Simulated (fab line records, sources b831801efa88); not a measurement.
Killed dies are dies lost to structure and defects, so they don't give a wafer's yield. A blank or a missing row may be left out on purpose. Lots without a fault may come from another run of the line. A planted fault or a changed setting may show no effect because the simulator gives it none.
fab line records | flow sky130
record lots=6 wafers=18 last_day=48
route steps=708 shown METAL2@493 VIA2@507 METAL3@532 PAD_OPEN@708
lots that met no fault: from a run of the same line without faults
start_h: hours from the record's first day to the start of the lot's first wafer shown | wait_h: hours since the lot's step before | " the same as in the row above | L1.1+2: a row that stands for several wafers | - no value, or no start given | * or withheld: withheld | < > ~ a bound
route shown NAME@n: a module of which the file shows steps, and the number in the route of the first | usual: mean/standard deviation of fault-free wafers | same: alike in all rows | chamber/n: place in a boat | sites: the reading at each site | _std_site: their standard deviation | _edge_site: outer sites' mean less inner sites' | radius_mm: how far each site lies from the wafer's centre | mask NAME#n: copy n | behind: the tool/chamber that last shaped the wafer | hold: why the lot was held/for how many hours/how that ended | device: the transistor (n, p or np) that didn't switch | end of line: the same wafers' tests at the end of the route | a step without rows: its recipe alone | killed: dies lost to structure and defects at the first sort, not the wafer's yield | map: a wafer's dies, x killed, . not, _ none there
set.NAME: the setting as run; set.NAME@STEP: as run at that earlier step | model.NAME: the simulator's own value behind a step, which no gauge read
lots at some steps of the route; a table a step, a row a wafer
services: from which hour (start_h, from the record's first day; less than 0 if before it) a tool's chamber was out of use, for how many hours, and why
## steps
# step SKY_METAL2_COAT_10
# recipe resist=KrF-thick spin_rpm=3000 resist_thk_nm=450
# step SKY_METAL2_SOFTBAKE_11
# recipe temp_c=100 time_s=90 resist=KrF-thick
# step SKY_METAL2_EXPOSE_12
# recipe mask_id=MM2 na=0.8 source_shape=annular sigma_inner=0.55 sigma_outer=0.85 target_cd_nm=140 dose_mj=28
# step SKY_METAL2_PEB_13
# recipe peb_temp_c=withheld peb_time_s=withheld resist=KrF-thick
# step SKY_METAL2_DEVELOP_14
# recipe develop_time_s=60 resist=KrF-thick dev_temp_c=21
# step SKY_METAL2_CD_MEAS_15
# recipe target_cd_nm=140
# usual cd_nm=139.9/1.6
# columns lot.wafer tool chamber start_h wait_h cd_nm
L862.3 cd_sem-01 - 812.40 - 141.9
L862.4 " - " " 140.7
L862.6 " - " " 141.5
L864.2 cd_sem-02 - 830.99 - 141.0
L864.5 " - " " 138.8
L864.6 " - " " 141.2
L865.1 cd_sem-02 - 835.50 - 135.9
L865.3 " - " " 136.2
L865.5 " - " " 134.5
L866.1 cd_sem-01 - 852.62 - 137.9
L866.5 " - " " 141.6
L866.6 " - " " 141.4
L875.3 cd_sem-01 - 922.29 - 139.1
L875.5 " - " " 139.9
L875.6 " - " " 140.5
L876.2 cd_sem-02 - 928.82 - 139.9
L876.4 " - " " 140.7
L876.5 " - " " 139.2
# step SKY_METAL2_OVL_MEAS_16
# usual METAL2_OVL=0/5.1
# columns lot.wafer tool chamber start_h wait_h METAL2_OVL[nm]
L862.3 overlay-02 - 812.49 0.1 5
L862.4 " - " " -4
L862.6 " - " " -10
L864.2 overlay-01 - 831.09 0.1 3
L864.5 " - " " -6
L864.6 " - " " -4
L865.1 overlay-01 - 835.62 0.1 3
L865.3 " - " " 2
L865.5 " - " " -2
L866.1 overlay-02 - 852.74 0.1 3
L866.5 " - " " 0
L866.6 " - " " 0
L875.3 overlay-01 - 922.38 0.1 4
L875.5 " - " " 6
L875.6 " - " " -5
L876.2 overlay-02 - 928.92 0.1 2
L876.4 " - " " -3
L876.5 " - " " 5
# step SKY_METAL2_DESCUM_17
# recipe chemistry=O2 source_power_w=150 bias_power_w=0 pressure_mtorr=10 temp_c=40 time_s=8
# step SKY_METAL2_ETCH_18
# recipe chemistry=N2/H2 target=BARC ion_energy_ev=200 bias_w=100 pressure_mtorr=30 n2_flow_sccm=100 h2_flow_sccm=200 icp_w=500 stop_on=SiO2 time_s=45.9 target_depth_a=600
# step SKY_METAL2_METAL_ETCH_19
# recipe target_depth_a=3600 stop_on=SiO2 over_etch_frac=0.3 time_s=78 chemistry=Cl2/BCl3 resist_sidewall_deg=88 pressure_mtorr=10 icp_w=900 bias_w=48.5 Cl2_flow_sccm=60 bcl3_flow_sccm=30
# step SKY_METAL2_STRIP_20
# recipe chemistry=O2/N2 power_w=1400 pressure_mtorr=1500 platen_temp_c=withheld o2_flow_sccm=3000 n2_flow_sccm=300 overash_fraction=0.5
# usual drypump_motor_current_A=5.9/0.48 oes_product_au=0.342/0.0049 strip_time_to_endpoint_s=2.68/0.047
# same overash_fraction=0.5
# columns lot.wafer tool chamber start_h wait_h drypump_motor_current_A oes_product_au rf_hours_counter_h strip_time_to_endpoint_s
L862.3 plasma_asher-02 0 812.73 0.1 5.3 0.340 - 2.67
L862.4 " 1 " " 6.7 0.340 - 2.65
L862.6 " 0 " " 5.3 0.342 - 2.66
L864.2 plasma_asher-04 1 831.31 0.1 6.2 0.352 8 2.71
L864.5 " 1 " " 6.2 0.345 - 2.70
L864.6 " 0 " " 5.4 0.351 - 2.76
L865.1 plasma_asher-04 0 835.84 0.1 5.3 0.345 9 2.73
L865.3 " 1 " " 6.3 0.341 - 2.75
L865.5 " 1 " " 6.3 0.346 - 2.70
L866.1 plasma_asher-04 1 852.96 0.1 6.2 0.343 10 2.74
L866.5 " 1 " " 6.3 0.344 - 2.72
L866.6 " 0 " " 5.4 0.339 - 2.68
L875.3 plasma_asher-01 1 922.62 0.1 6.4 0.340 - 2.64
L875.5 " 1 " " 6.4 0.342 - 2.59
L875.6 " 0 " " 5.6 0.345 - 2.64
L876.2 plasma_asher-04 1 929.14 0.1 6.2 0.348 19 2.60
L876.4 " 1 " " 6.2 0.339 - 2.64
L876.5 " 0 " " 5.3 0.346 - 2.66
# step SKY_METAL2_STRIP_21
# recipe chemistry=post_etch_residue_remover time_s=1200 temp_c=72.5
# step SKY_METAL2_CLEAN_22
# recipe chemistry=IPA time_s=180 temp_c=25
# columns lot.wafer tool chamber start_h wait_h
L862.3+4+6 wet_bench-01 3 813.14 0.0
L864.2+5+6 wet_bench-04 3 831.75 0.0
L865.1+3+5 wet_bench-04 0 836.28 0.0
L866.1+5+6 wet_bench-04 0 853.74 0.0
L875.3+5+6 wet_bench-01 3 923.09 0.0
L876.2+4+5 wet_bench-01 0 929.61 0.0
# step SKY_METAL2_CLEAN_23
# recipe chemistry=O3/DIW dry=n2_spin
# step SKY_VIA2_HDPCVD_00
# recipe material=SiO2 target_thk_nm=1180 sigma_open_frac=0.3 time_s=196.7 temp_c=400 sih4_flow_sccm=60 pressure_mtorr=6
# step SKY_VIA2_THK_MEAS_01
# recipe reads=SiO2_of_VIA2_HDPCVD_00
# usual VIA2_HDPCVD_THK=1181/11
# columns lot.wafer tool chamber start_h wait_h VIA2_HDPCVD_THK[nm]
L862.3 film_metro-04 - 813.44 0.1 1171
L862.4 " - " " 1172
L862.6 " - " " 1181
L864.2 film_metro-03 - 832.04 0.1 1174
L864.5 " - " " 1165
L864.6 " - " " 1169
L865.1 film_metro-03 - 836.56 0.1 1162
L865.3 " - " " 1164
L865.5 " - " " 1166
L866.1 film_metro-03 - 854.02 0.1 1188
L866.5 " - " " 1186
L866.6 " - " " 1181
L875.3 film_metro-03 - 923.42 0.1 1185
L875.5 " - " " 1176
L875.6 " - " " 1193
L876.2 film_metro-02 - 929.90 0.1 1162
L876.4 " - " " 1168
L876.5 " - " " 1163
# step SKY_VIA2_CMP_02
# recipe material=SiO2 down_force_psi=4 platen_rpm=60 pad_velocity_m_s=0.94248
# step SKY_VIA2_BOW_MEAS_03
# recipe mode=bow
# usual VIA2_BOW=84/7
# columns lot.wafer tool chamber start_h wait_h VIA2_BOW[um]
L862.3 film_metro-03 - 813.82 0.3 78
L862.4 " - " " 87
L862.6 " - " " 87
L864.2 film_metro-03 - 832.41 0.1 86
L864.5 " - " " 84
L864.6 " - " " 91
L865.1 film_metro-02 - 836.92 0.2 78
L865.3 " - " " 92
L865.5 " - " " 67
L866.1 film_metro-02 - 854.38 0.1 90
L866.5 " - " " 89
L866.6 " - " " 81
L875.3 film_metro-03 - 923.80 0.1 97
L875.5 " - " " 90
L875.6 " - " " 88
L876.2 film_metro-03 - 930.27 0.1 81
L876.4 " - " " 79
L876.5 " - " " 92
# step SKY_VIA2_DEHYDRATE_04
# recipe temp_c=200 time_s=60
# step SKY_VIA2_HMDS_05
# recipe prime_time_s=60 prime_temp_c=120
# step SKY_VIA2_COAT_06
# recipe resist=BARC temp_c=withheld time_s=withheld spin_rpm=3000 resist_thk_nm=60
# step SKY_VIA2_COAT_07
# recipe resist=KrF-thick spin_rpm=3000 resist_thk_nm=450
# step SKY_VIA2_SOFTBAKE_08
# recipe temp_c=100 time_s=90 resist=KrF-thick
# step SKY_VIA2_EXPOSE_09
# recipe mask_id=VIM2 na=0.8 source_shape=annular sigma_inner=0.55 sigma_outer=0.85 target_cd_nm=200 dose_mj=38
# step SKY_VIA2_PEB_10
# recipe peb_temp_c=withheld peb_time_s=withheld resist=KrF-thick
# step SKY_VIA2_DEVELOP_11
# recipe develop_time_s=60 resist=KrF-thick dev_temp_c=21
# step SKY_VIA2_CD_MEAS_12
# recipe target_cd_nm=200
# usual cd_nm=199.7/1.4
# columns lot.wafer tool chamber start_h wait_h cd_nm
L862.3 cd_sem-01 - 841.43 - 199.9
L862.4 " - " " 200.0
L862.6 " - " " 201.4
L864.2 cd_sem-02 - 857.96 - 201.3
L864.5 " - " " 201.7
L864.6 " - " " 200.4
L865.1 cd_sem-01 - 862.62 - 199.5
L865.3 " - " " 202.1
L865.5 " - " " 199.2
L866.1 cd_sem-01 - 879.72 - 198.4
L866.5 " - " " 200.6
L866.6 " - " " 199.2
L875.3 cd_sem-02 - 947.63 - 200.1
L875.5 " - " " 201.2
L875.6 " - " " 202.9
L876.2 cd_sem-01 - 954.41 - 201.8
L876.4 " - " " 200.6
L876.5 " - " " 202.2
# step SKY_VIA2_OVL_MEAS_13
# usual VIA2_OVL=0/6.2
# columns lot.wafer tool chamber start_h wait_h VIA2_OVL[nm]
L862.3 overlay-01 - 841.52 0.1 -3
L862.4 " - " " -8
L862.6 " - " " -6
L864.2 overlay-02 - 858.07 0.1 -1
L864.5 " - " " 8
L864.6 " - " " -3
L865.1 overlay-02 - 862.74 0.1 4
L865.3 " - " " -2
L865.5 " - " " 3
L866.1 overlay-02 - 879.84 0.1 0
L866.5 " - " " 2
L866.6 " - " " 7
L875.3 overlay-02 - 947.72 0.1 -8
L875.5 " - " " -4
L875.6 " - " " 7
L876.2 overlay-02 - 954.52 0.1 1
L876.4 " - " " 0
L876.5 " - " " 4
# step SKY_VIA2_ETCH_14
# recipe chemistry=N2/H2 target=BARC ion_energy_ev=200 source_w=500 bias_w=100 pressure_mtorr=30 n2_flow_sccm=100 h2_flow_sccm=200 stop_on=SiO2 time_s=45.9 target_depth_a=600
# usual drypump_motor_current_A=5.8/0.5 oes_product_au=0.855/0.0041 throttle_valve_pct=13.225/0.01
# columns lot.wafer tool chamber start_h wait_h drypump_motor_current_A oes_product_au rf_hours_counter_h throttle_valve_pct
L862.3 rie_diel-03 1 841.54 0.0 5.0 0.848 22 13.222
L862.4 " 3 " " 5.2 0.856 10 13.228
L862.6 " 1 " " 5.0 0.855 - 13.231
L864.2 rie_diel-01 1 858.10 0.0 5.2 0.854 8 13.227
L864.5 " 3 " " 5.8 0.867 - 13.223
L864.6 " 0 " " 6.5 0.849 - 13.215
L865.1 rie_diel-03 0 862.77 0.0 5.1 0.860 12 13.229
L865.3 " 2 " " 5.7 0.853 14 13.236
L865.5 " 1 " " 5.0 0.852 - 13.232
L866.1 rie_diel-01 2 879.87 0.0 6.1 0.846 18 13.200
L866.5 " 1 " " 5.2 0.853 - 13.234
L866.6 " 0 " " 6.5 0.849 - 13.234
L875.3 rie_diel-04 0 947.75 0.0 6.2 0.851 2 13.218
L875.5 " 0 " " 6.2 0.844 - 13.232
L875.6 " 2 " " 6.4 0.854 - 13.218
L876.2 rie_diel-01 2 954.55 0.0 6.1 0.851 19 13.235
L876.4 " 0 " " 6.6 0.863 9 13.236
L876.5 " 0 " " 6.6 0.857 - 13.233
# step SKY_VIA2_ETCH_15
# recipe target=SiO2 chemistry=C4F8/O2/Ar target_depth_nm=546 stop_on=TiN mask_material=KrF-thick source_w=1500 bias_w=1200 pressure_mtorr=40 c4f8_flow_sccm=withheld O2_flow_sccm=6 Ar_flow_sccm=300 time_s=84
# step SKY_VIA2_STRIP_16
# recipe chemistry=O2/N2 power_w=1400 pressure_mtorr=1500 platen_temp_c=withheld o2_flow_sccm=3000 n2_flow_sccm=300 overash_fraction=0.5
# step SKY_VIA2_STRIP_17
# recipe chemistry=post_etch_residue_remover time_s=1200 temp_c=72.5
# step SKY_VIA2_CLEAN_18
# recipe chemistry=IPA time_s=180 temp_c=25
# step SKY_VIA2_CLEAN_19
# recipe chemistry=O3/DIW dry=n2_spin
# step SKY_VIA2_SPUTTER_20
# recipe material=TiN target_thk_nm=20 chamber_pressure_pa=5 power_w=4000 time_s=80
# usual throttle_valve_pct=30.2/1.2
# columns lot.wafer tool chamber start_h wait_h throttle_valve_pct
L862.3 pvd_sputter-02 - 842.25 0.0 29.9
L862.4 " - " " 29.9
L862.6 " - " " 30.8
L864.2 pvd_sputter-04 - 858.83 0.0 30.7
L864.5 " - " " 30.1
L864.6 " - " " 29.2
L865.1 pvd_sputter-02 - 863.50 0.0 30.7
L865.3 " - " " 30.1
L865.5 " - " " 30.0
L866.1 pvd_sputter-03 - 880.64 0.0 28.9
L866.5 " - " " 29.7
L866.6 " - " " 32.3
L875.3 pvd_sputter-04 - 948.44 0.0 29.2
L875.5 " - " " 30.1
L875.6 " - " " 29.4
L876.2 pvd_sputter-04 - 955.25 0.0 30.7
L876.4 " - " " 29.3
L876.5 " - " " 29.5
# step SKY_VIA2_CVD_21
# recipe material=W target_thk_nm=420 time_s=126.4 temp_c=400 pressure_torr=40
# usual heater_power_w=908/92
# columns lot.wafer tool chamber start_h wait_h heater_power_w
L862.3 cvd_w-02 0 842.35 0.1 871
L862.4 " 1 " " 1065
L862.6 " 1 " " 1064
L864.2 cvd_w-02 0 858.89 0.0 882
L864.5 " 0 " " 874
L864.6 " 1 " " 1052
L865.1 cvd_w-01 0 863.56 0.0 947
L865.3 " 0 " " 964
L865.5 " 1 " " 826
L866.1 cvd_w-01 1 880.70 0.0 818
L866.5 " 0 " " 953
L866.6 " 1 " " 846
L875.3 cvd_w-02 1 948.55 0.1 1026
L875.5 " 0 " " 801
L875.6 " 1 " " 1051
L876.2 cvd_w-01 0 955.31 0.0 951
L876.4 " 1 " " 836
L876.5 " 0 " " 972
# step SKY_VIA2_RS_MEAS_22
# recipe thk_meas_gauge=four-point-probe reads=W_of_VIA2_CVD_21+TiN_of_VIA2_SPUTTER_20
# usual VIA2_W_RS=0.2721/0.0025
# columns lot.wafer tool chamber start_h wait_h VIA2_W_RS[ohm/sq]
L862.3 film_metro-03 - 842.48 0.1 0.2715
L862.4 " - " " 0.2722
L862.6 " - " " 0.2703
L864.2 film_metro-04 - 859.04 0.1 0.2718
L864.5 " - " " 0.2721
L864.6 " - " " 0.2722
L865.1 film_metro-03 - 863.69 0.1 0.2724
L865.3 " - " " 0.2706
L865.5 " - " " 0.2715
L866.1 film_metro-02 - 880.83 0.1 0.2721
L866.5 " - " " 0.2714
L866.6 " - " " 0.2748
L875.3 film_metro-03 - 948.67 0.1 0.2698
L875.5 " - " " 0.2740
L875.6 " - " " 0.2678
L876.2 film_metro-03 - 955.46 0.1 0.2673
L876.4 " - " " 0.2736
L876.5 " - " " 0.2674
# step SKY_VIA2_THK_MEAS_23
# recipe thk_meas_gauge=xrf reads=W_of_VIA2_CVD_21
# usual VIA2_W_THK=406/5.3
# columns lot.wafer tool chamber start_h wait_h VIA2_W_THK[nm]
L862.3 film_metro-03 - 842.58 0.1 411
L862.4 " - " " 407
L862.6 " - " " 411
L864.2 film_metro-04 - 859.15 0.1 400
L864.5 " - " " 398
L864.6 " - " " 399
L865.1 film_metro-03 - 863.81 0.1 407
L865.3 " - " " 414
L865.5 " - " " 411
L866.1 film_metro-02 - 880.95 0.1 406
L866.5 " - " " 407
L866.6 " - " " 404
L875.3 film_metro-03 - 948.77 0.1 409
L875.5 " - " " 407
L875.6 " - " " 417
L876.2 film_metro-03 - 955.57 0.1 418
L876.4 " - " " 407
L876.5 " - " " 415
# step SKY_VIA2_CMP_24
# recipe stop_on=SiO2 t_overpolish_s=20 down_force_psi=3.5 platen_rpm=60 target_thk_nm=0 pad_velocity_m_s=0.94248
# step SKY_METAL3_SPUTTER_00
# recipe material=Ti target_thk_nm=15 power_w=3000 time_s=10 chamber_pressure_pa=0.4
# step SKY_METAL3_SPUTTER_01
# recipe material=TiN target_thk_nm=20 power_w=6500 time_s=16.7 chamber_pressure_pa=0.4
# step SKY_METAL3_SPUTTER_02
# recipe material=AlCu target_thk_nm=735 power_w=10600 time_s=39.1 chamber_pressure_pa=0.4
# usual throttle_valve_pct=29.8/1.1
# columns lot.wafer tool chamber start_h wait_h throttle_valve_pct
L862.3 pvd_sputter-03 - 842.97 0.0 29.6
L862.4 " - " " 31.3
L862.6 " - " " 29.0
L864.2 pvd_sputter-03 - 859.55 0.0 28.7
L864.5 " - " " 31.5
L864.6 " - " " 29.6
L865.1 pvd_sputter-03 - 864.22 0.0 28.7
L865.3 " - " " 32.2
L865.5 " - " " 28.6
L866.1 pvd_sputter-03 - 881.36 0.0 32.0
L866.5 " - " " 31.7
L866.6 " - " " 28.8
L875.3 pvd_sputter-04 - 949.35 0.0 28.8
L875.5 " - " " 30.2
L875.6 " - " " 29.5
L876.2 pvd_sputter-04 - 955.97 0.0 30.7
L876.4 " - " " 29.8
L876.5 " - " " 30.8
# step SKY_PAD_OPEN_PROBE_99
# usual defect_limited_yield=82.7/1.9 killed_at_M0_to_M3=43/6.8 killed_at_M4_up=2.9/1.7 killed_at_contacts=24/5.4 killed_at_front_end=15/4.8 killed_at_other=0.3/0.57 killed_dies=85/9.4 killed_open=47/7.5 killed_short=38/5.7 sort_bin_3_pad_short=0.8/0.37 sort_bin_5_function=10.2/1.5 sort_bin_6_memory=6.2/1.1 sort_n_pass=407/9.4 sort_yield_pct=82.7/1.9
# same gross_dies=492 killed_at_back_side=0 sort_bin_4_leakage[%]=0 sort_bin_8_speed[%]=0
# columns lot.wafer tool chamber start_h wait_h defect_limited_yield[%] killed_at_M0_to_M3 killed_at_M4_up killed_at_contacts killed_at_front_end killed_at_other killed_dies killed_open killed_short sort_bin_3_pad_short[%] sort_bin_5_function[%] sort_bin_6_memory[%] sort_n_pass sort_yield_pct[%] model.etest.tester.sort_n_pass model.etest.tester.sort_yield_pct model.etest.tester.sort_bin_5_pct model.etest.tester.sort_bin_3_pct
L862.3 prober-02 - 1070.44 0.2 83.5 48 3 19 10 1 81 37 44 1.2 8.7 6.5 411 83.5 411 83.54 8.74 1.22
L862.4 prober-02 - 1070.49 0.2 81.3 43 2 29 18 0 92 47 45 0.8 9.6 8.3 400 81.3 400 81.3 9.553 0.813
L862.6 prober-02 - 1070.59 0.2 81.5 36 0 37 18 0 91 55 36 1.0 11.8 5.7 401 81.5 401 81.5 11.79 1.016
L864.2 prober-01 - 1080.48 0.1 80.9 41 4 33 13 3 94 55 39 1.2 12.4 5.5 398 80.9 398 80.89 12.4 1.22
L864.5 prober-01 - 1080.63 0.2 80.7 45 7 22 21 0 95 53 42 1.4 12.0 5.9 397 80.7 397 80.69 11.99 1.423
L864.6 prober-01 - 1080.68 0.2 82.3 44 3 21 19 0 87 49 38 0.4 8.5 8.7 405 82.3 405 82.32 8.537 0.4065
L865.1 prober-02 - 1084.69 0.1 85.6 33 2 20 16 0 71 41 30 1.0 10.4 3.0 421 85.6 421 85.57 10.37 1.016
L865.3 prober-02 - 1084.79 0.2 81.1 36 2 21 34 0 93 43 50 0.6 9.6 8.7 399 81.1 399 81.1 9.553 0.6098
L865.5 prober-02 - 1084.89 0.2 83.3 31 1 27 22 1 82 50 32 1.4 10.2 5.1 410 83.3 410 83.33 10.16 1.423
L866.1 prober-01 - 1097.21 0.1 80.9 53 4 24 13 0 94 49 45 1.8 10.6 6.7 398 80.9 398 80.89 10.57 1.829
L866.5 prober-01 - 1097.41 0.2 81.5 42 4 30 14 1 91 49 42 0.8 10.6 7.1 401 81.5 401 81.5 10.57 0.813
L866.6 prober-01 - 1097.46 0.2 79.1 55 4 28 15 1 103 59 44 1.2 12.8 6.9 389 79.1 389 79.06 12.8 1.22
L875.3 prober-02 - 1152.09 0.2 72.4 101 4 16 14 1 136 46 35 2.2 18.5 6.9 356 72.4 356 72.36 18.5 2.236
L875.5 prober-02 - 1152.19 0.2 73.4 96 4 18 13 0 131 44 34 2.8 16.9 6.9 361 73.4 361 73.37 16.87 2.846
L875.6 prober-02 - 1152.24 0.2 72.8 96 3 30 5 0 134 51 31 2.6 16.3 8.3 358 72.8 358 72.76 16.26 2.642
L876.2 prober-01 - 1154.77 0.1 77.0 73 6 20 14 0 113 40 50 1.8 15.0 6.1 379 77.0 379 77.03 15.04 1.829
L876.4 prober-01 - 1154.87 0.2 76.4 69 5 23 19 0 116 56 34 2.6 13.4 7.5 376 76.4 376 76.42 13.41 2.642
L876.5 prober-01 - 1154.92 0.2 79.1 63 2 20 16 2 103 50 31 1.2 14.6 5.1 389 79.1 389 79.06 14.63 1.22
# killed by level:class
L862.3 CONTACT:geometric_particle:short=9 VIA1:geometric_particle:open=9 VIA3:geometric_particle:open=9 VIA2:geometric_particle:open=6 METAL1:geometric_particle:short=6 METAL2:geometric_particle:short=6 LOCAL_INTERCONNECT:geometric_particle:short=4 LI_CONTACT:geometric_particle:open=4
L862.4 CONTACT:geometric_particle:open=12 LOCAL_INTERCONNECT:geometric_particle:short=9 VIA1:geometric_particle:short=7 VIA1:geometric_particle:open=7 VIA3:geometric_particle:open=7 FIELD_ISO:geometric_particle:short=5 METAL2:geometric_particle:short=5 VIA2:geometric_particle:open=5
L862.6 CONTACT:geometric_particle:open=15 VIA2:geometric_particle:open=10 LOCAL_INTERCONNECT:geometric_particle:short=9 LI_CONTACT:geometric_particle:open=6 VIA3:geometric_particle:open=6 FIELD_ISO:geometric_particle:open=5 POLY_GATE:geometric_particle:short=5 CONTACT:geometric_particle:short=4
L864.2 CONTACT:geometric_particle:open=13 VIA1:geometric_particle:open=10 VIA3:geometric_particle:open=9 LI_CONTACT:geometric_particle:open=8 VIA2:geometric_particle:open=8 CONTACT:geometric_particle:short=7 FIELD_ISO:geometric_particle:short=4 POLY_GATE:geometric_particle:short=4
L864.5 CONTACT:geometric_particle:open=9 VIA2:geometric_particle:open=9 VIA1:geometric_particle:short=7 METAL4:geometric_particle:short=7 VIA3:geometric_particle:open=7 POLY_GATE:geometric_particle:open=6 LI_CONTACT:geometric_particle:open=6 METAL1:geometric_particle:short=5
L864.6 VIA3:geometric_particle:open=10 METAL1:geometric_particle:short=8 POLY_GATE:geometric_particle:open=7 VIA1:geometric_particle:open=7 CONTACT:geometric_particle:open=6 LI_CONTACT:geometric_particle:open=5 FIELD_ISO:geometric_particle:open=4 POLY_GATE:geometric_particle:short=4
L865.1 VIA3:geometric_particle:open=8 VIA1:geometric_particle:open=7 LI_CONTACT:geometric_particle:open=7 CONTACT:geometric_particle:short=6 CONTACT:geometric_particle:open=6 FIELD_ISO:geometric_particle:short=5 POLY_GATE:geometric_particle:short=4 METAL1:geometric_particle:short=4
L865.3 POLY_GATE:geometric_particle:short=8 LOCAL_INTERCONNECT:geometric_particle:short=8 VIA1:geometric_particle:open=8 VIA3:geometric_particle:open=7 FIELD_ISO:geometric_particle:short=6 FIELD_ISO:geometric_particle:open=6 POLY_GATE:geometric_particle:open=6 LI_CONTACT:geometric_particle:open=5
L865.5 CONTACT:geometric_particle:open=10 POLY_GATE:geometric_particle:open=8 VIA2:geometric_particle:open=8 VIA1:geometric_particle:open=6 LI_CONTACT:geometric_particle:open=5 LOCAL_INTERCONNECT:geometric_particle:short=5 METAL2:geometric_particle:short=5 FIELD_ISO:geometric_particle:open=4
L866.1 VIA1:geometric_particle:open=15 LOCAL_INTERCONNECT:geometric_particle:short=9 VIA2:geometric_particle:open=7 POLY_GATE:geometric_particle:short=6 VIA3:geometric_particle:open=6 LI_CONTACT:geometric_particle:open=6 VIA1:geometric_particle:short=6 METAL1:geometric_particle:short=6
L866.5 VIA1:geometric_particle:open=9 CONTACT:geometric_particle:open=8 METAL1:geometric_particle:short=7 VIA2:geometric_particle:open=7 FIELD_ISO:geometric_particle:short=6 LOCAL_INTERCONNECT:geometric_particle:short=6 LI_CONTACT:geometric_particle:open=5 CONTACT:geometric_particle:short=5
L866.6 METAL1:geometric_particle:short=11 CONTACT:geometric_particle:open=11 VIA1:geometric_particle:open=11 VIA3:geometric_particle:open=9 POLY_GATE:geometric_particle:open=8 VIA1:geometric_particle:short=7 LI_CONTACT:geometric_particle:short=4 LOCAL_INTERCONNECT:geometric_particle:open=4
L875.3 METAL2:unspecified=55 VIA1:geometric_particle:open=10 VIA2:geometric_particle:open=10 VIA3:geometric_particle:open=8 FIELD_ISO:geometric_particle:short=5 POLY_GATE:geometric_particle:short=5 LI_CONTACT:geometric_particle:open=5 CONTACT:geometric_particle:open=5
L875.5 METAL2:unspecified=53 VIA1:geometric_particle:open=13 METAL2:geometric_particle:short=10 CONTACT:geometric_particle:short=6 VIA3:geometric_particle:open=5 LI_CONTACT:geometric_particle:open=5 CONTACT:geometric_particle:open=5 VIA2:geometric_particle:open=5
L875.6 METAL2:unspecified=52 VIA3:geometric_particle:open=11 CONTACT:geometric_particle:open=11 VIA1:geometric_particle:open=9 LI_CONTACT:geometric_particle:open=9 METAL2:geometric_particle:short=8 LOCAL_INTERCONNECT:geometric_particle:short=5 VIA3:geometric_particle:short=5
L876.2 METAL2:unspecified=23 CONTACT:geometric_particle:open=8 METAL1:geometric_particle:short=8 VIA2:geometric_particle:open=8 VIA1:geometric_particle:short=6 VIA3:geometric_particle:open=6 FIELD_ISO:geometric_particle:open=5 METAL2:geometric_particle:short=5
L876.4 METAL2:unspecified=26 VIA2:geometric_particle:open=13 CONTACT:geometric_particle:open=9 FIELD_ISO:geometric_particle:open=7 LI_CONTACT:geometric_particle:open=7 METAL1:geometric_particle:short=7 VIA1:geometric_particle:open=6 VIA3:geometric_particle:open=6
L876.5 METAL2:unspecified=22 VIA1:geometric_particle:open=11 VIA2:geometric_particle:open=9 LI_CONTACT:geometric_particle:open=8 CONTACT:geometric_particle:open=6 METAL1:geometric_particle:short=6 VIA3:geometric_particle:open=6 FIELD_ISO:geometric_particle:short=5
# map L875.3 (x killed, . not)
__________...x......_________
________...........x.._______
______.xx..x............_____
_____.......xx...........____
____x..x.xx..x........x..x___
___......x....x.xx..xx.x...__
__......xx....x.......x.xx.._
_.x..xxxx.x....x..x......x.x.
_.x.xx.xxxxx.x.x.............
_...xxxxxxxxx.......x.x......
_..xxxxxxxxxx..x..xxx........
_...xxxxxxxxx.xx..........x..
_..xx.xxxxxxx...x..x..x......
_x..x.xx.x...............x...
_.....x...x.x......xx.x......
__...........xx..x..x..x...._
___xx....x.......x.....xx..__
____....x......x.x....x..x___
_____..x......x.x........____
______x.........x......._____
________x.x.x........x_______
__________.....xxx.._________
# map L876.4 (x killed, . not)
__________..xxx...xx_________
________x.xx.x........_______
______............x..x.._____
_____...............xx..x____
____x....x...........x..x.___
___.x............xx.x......__
__..x.........x............x_
_...x...x.x......xx...x......
_..x...x............xx.......
_x.....x..x..x..x..x.........
_...x...x..........x.x..xx...
_xx.........x...x.x......x...
_xx..x..........x.x.....x....
_.......x....x........x.x....
_....x......x...............x
__.....xxx......x..x....x..x_
___.....x..x.....x...x.....__
____..............x.......___
_____xx...x.x.x..xxx.x...____
______.x.....x.xxxxxxxx._____
________x.x...xxxxxxxx_______
__________x.xxxxxxxx_________
## services
# columns tool chamber start_h hours kind
rie_diel-01 3 792.22 2.7 repair
cvd_w-02 - 812.82 6.9 pm
cvd_w-02 1 821.63 14.7 repair
rie_diel-01 3 843.52 3.4 repair
rie_diel-01 2 848.91 13.4 repair
pvd_sputter-02 - 857.42 0.7 repair
rie_diel-01 3 862.35 1.3 repair
rie_diel-01 - 869.02 0.5 repair
pvd_sputter-04 - 869.55 6.5 repair
cvd_w-02 - 870.99 1.2 repair
cvd_w-02 - 904.00 14.0 pm
cvd_w-01 - 904.81 1.4 repair
cvd_w-01 - 909.97 0.6 repair
rie_diel-01 0 911.22 1.8 repair
rie_diel-01 2 912.79 14.4 repair
plasma_asher-04 - 916.56 0.7 repair
rie_diel-01 2 928.11 13.7 repair
rie_diel-01 3 929.83 2.7 repair
pvd_sputter-04 - 931.35 1.4 repair
plasma_asher-04 - 936.03 3.9 repair
cvd_w-01 0 938.88 2.7 repair
pvd_sputter-03 - 948.12 3.5 repair
pvd_sputter-03 - 955.13 5.2 repair
rie_diel-01 0 955.40 5.8 repair
## key
first_sign step=SKY_PAD_OPEN_PROBE_99 reading=killed_at_M0_to_M3 direction=up sigmas=5.9 usual=43 struck=83
effect step=SKY_PAD_OPEN_PROBE_99 reading=sort_n_pass direction=down sigmas=3.9 usual=407 struck=370
model_effect step=SKY_PAD_OPEN_PROBE_99 value=etest.tester.sort_n_pass without=404.3 struck=369.8
met_at SKY_METAL2_CLEAN_22
struck_wafers L875.3,L875.5,L875.6,L876.2,L876.4,L876.5
onset_between 813.14 923.09
also_fits time
fault kind=chamber_particle_source tool=wet_bench-01 chamber=- onset_h=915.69 steps=SKY_METAL2_CLEAN_22 rate_per_visit_cm2=0.80988 end_h=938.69
